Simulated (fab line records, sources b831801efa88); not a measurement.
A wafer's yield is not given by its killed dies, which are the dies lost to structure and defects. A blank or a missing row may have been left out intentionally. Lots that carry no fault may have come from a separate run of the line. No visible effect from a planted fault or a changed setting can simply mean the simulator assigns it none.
A lot that was struck, set against a sound lot	flow sky130	38 steps out of a route of 708
Sound: wafers L281.1, L281.2, L281.4. Struck: wafer L279.2. (L279.3, L279.5 of the same lot were not struck and are left out.) The cause comes at the end.
Per side, at each step with rows, come the tool, then ch with its chambers, and then its first start. Under that, the readings that differ: sound wafers	struck wafers	difference of the means	sigmas: that difference in standard deviations of wafers without a fault.
alike: words and numbers the same on both sides, and readings whose means are apart by under 2 such deviations; not compared: readings that were withheld, readings missing a value for some wafer, numbers with overlapping values and no deviation given by the record, and bounds like >300 which may hide the same value.
A row with sigmas, a row that says differs or no value, or rows on one side alone: a step with any of these is where the two part. When numbers do not overlap yet have no deviation, they are printed without sigmas and do not part them. Lack of a reading on every wafer of one side parts them only where that side has two or more wafers.

first, 9 steps without rows for these wafers: SKY_VIA2_SPUTTER_20 (material TiN, target thk 20 nm, time 80 s); SKY_VIA2_CVD_21 (deposits W, target thk 420 nm, time 126.4 s); SKY_VIA2_CMP_24 (polishes, stops on SiO2, t overpolish 20 s, target thk 0 nm); SKY_METAL3_SPUTTER_00 (material Ti, target thk 15 nm, time 10 s); SKY_METAL3_SPUTTER_01 (material TiN, target thk 20 nm, time 16.7 s); SKY_METAL3_SPUTTER_02 (material AlCu, target thk 735 nm, time 39.1 s); SKY_METAL3_SPUTTER_03 (material Ti, target thk 5 nm, time 3.3 s); SKY_METAL3_SPUTTER_04 (material TiN, target thk 70 nm, time 58.3 s); SKY_CAPM_CVD_00 (deposits SiO2, target thk 15.5 nm).
SKY_CAPM_SPUTTER_02: material TiN, target thk 200 nm, time 166.7 s.
  sound on pvd-sputter-02 at day 43 01:23; struck on pvd-sputter-04 at day 43 00:44
reading	sound	struck	difference	sigmas
cathode-dc-power-W (W)	6501.5 6499.9 6500.9	10030	+3529	+99 or more
model.TiN_of_CAPM_SPUTTER_02.thk-nm (nm)	201.4 202.5 199.6	309.3	+108.1	
  alike: throttle-valve-pct
SKY_CAPM_RS_MEAS_03: the measuring method here is four-point-probe.
  sound on film-metro-03 at day 43 01:31; struck on film-metro-02 at day 43 00:52
reading	sound	struck	difference	sigmas
CAPM_TIN_RS (ohm/sq)	6.86 6.82 6.92	4.44	-2.43	-39
SKY_CAPM_THK_MEAS_04: measures by xrf.
  sound on film-metro-03 at day 43 01:38; struck on film-metro-02 at day 43 00:58
reading	sound	struck	difference	sigmas
CAPM_TIN_THK (nm)	200.5 200.7 197.5	310.2	+110.6	+44
then, 7 steps without rows for these wafers: SKY_CAPM_DEHYDRATE_05 (time 60 s); SKY_CAPM_HMDS_06 (prime time 60 s); SKY_CAPM_COAT_07 (resist thk 1140 nm); SKY_CAPM_SOFTBAKE_08 (time 60 s); SKY_CAPM_EXPOSE_09 (exposes mask CAPM, target cd 1000 nm); SKY_CAPM_PEB_10; SKY_CAPM_DEVELOP_11 (develop time 60 s).
SKY_CAPM_METAL_ETCH_13: etches TiN in Cl2/BCl3, stops on SiO2, target depth 220 nm, time 62.9 s.
  sound on rie-metal-01 ch 0,1, day 44 00:22; struck on rie-metal-02 ch 1, day 43 23:46
reading	sound	struck	difference	sigmas
oes-product-au (a.u.)	0.946 0.956 0.933	0.999	+0.054	+9
throttle-valve-pct (%)	21.899 21.895 21.906	21.872	-0.028	-3
  alike: drypump-motor-current-A
  not compared: rf-hours-counter-h
then, 16 steps without rows for these wafers: SKY_CAPM_STRIP_14 (strips in O2/N2); SKY_CAPM_STRIP_15 (strips in post etch residue remover, time 1200 s); SKY_CAPM_CLEAN_16 (cleans in IPA, time 180 s); SKY_CAPM_CLEAN_17 (cleans in O3/DIW); SKY_METAL3_DEHYDRATE_05 (time 60 s); SKY_METAL3_HMDS_06 (prime time 60 s); SKY_METAL3_COAT_07 (resist thk 60 nm); SKY_METAL3_COAT_08 (resist thk 1140 nm); SKY_METAL3_SOFTBAKE_09 (time 90 s); SKY_METAL3_EXPOSE_10 (exposes mask MM3, target cd 300 nm); SKY_METAL3_PEB_11; SKY_METAL3_DEVELOP_12 (develop time 60 s); SKY_METAL3_DESCUM_15 (chemistry O2, time 8 s); SKY_METAL3_ETCH_16 (etches BARC in N2/H2, stops on SiO2, time 88.2 s, target depth 60 nm); SKY_METAL3_ETCH_17 (etches SiO2 in C4F8/O2/Ar, stops on TiN, time 3.9 s, target depth 15 nm); SKY_METAL3_METAL_ETCH_18 (etches the open film in Cl2/BCl3, stops on SiO2, target depth 845 nm, time 183.1 s).
SKY_METAL3_STRIP_20: strips in post etch residue remover, time 1200 s.
  sound on wet-bench-04 ch 2, day 44 23:16; struck on wet-bench-02 ch 3, day 44 22:58
reading	sound	struck	difference	sigmas
model.TiN_of_CAPM_SPUTTER_02.thk-nm (nm)	200.5 201.7 198.7	308.4	+108.1	
  alike: temp-c
-- the record jumps here: 6 days lie between the struck wafers' starts before and after (it left off in module METAL3 and takes up again in module PAD_OPEN, whose first step shown is number 708 of the route) --
SKY_PAD_OPEN_PROBE_99:
  sound on prober-02 at day 50 19:27; struck on prober-01 at day 50 18:12
reading	sound	struck	difference	sigmas
model.etest.tester.sort-n-pass	395 415 409	0	-406	
model.etest.tester.sort-yield-pct (%)	80.28 84.35 83.13	0	-83	
model.etest.tester.sort_bin_4_pct (%)	0 0 0	62.4	+62.4	
model.etest.met3.line-ohm-um	0.1417 0.1454 0.1469	44.76	+44.62	
model.etest.via3-chain.rc-ohm	9.763 9.494 9.776	41.84	+32.16	
model.etest.tester.sort_bin_3_pct (%)	1.016 0.4065 0.813	20.73	+19.98	
model.etest.met3.rs-ohm-sq	0.04239 0.04261 0.04245	13.5	+13.5	
model.etest.cap-mim.plate-ohm-sq	6.011 5.884 6.036	3.857	-2.120	
  alike: defect-limited-yield, killed_at_M0_to_M3, killed_at_M4_up, killed-at-contacts, killed-at-front-end, killed-at-other, killed-dies, killed-open, killed-short

WHERE THEY PART
First at SKY_CAPM_SPUTTER_02; last, within this record, at SKY_CAPM_METAL_ETCH_13. Later steps at which nothing parts them and some readings are alike: SKY_METAL3_STRIP_20, SKY_PAD_OPEN_PROBE_99.

WHY: whatever the simulator had introduced
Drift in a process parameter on pvd-sputter-04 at SKY_CAPM_SPUTTER_02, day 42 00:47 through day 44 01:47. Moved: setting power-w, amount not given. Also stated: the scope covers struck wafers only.
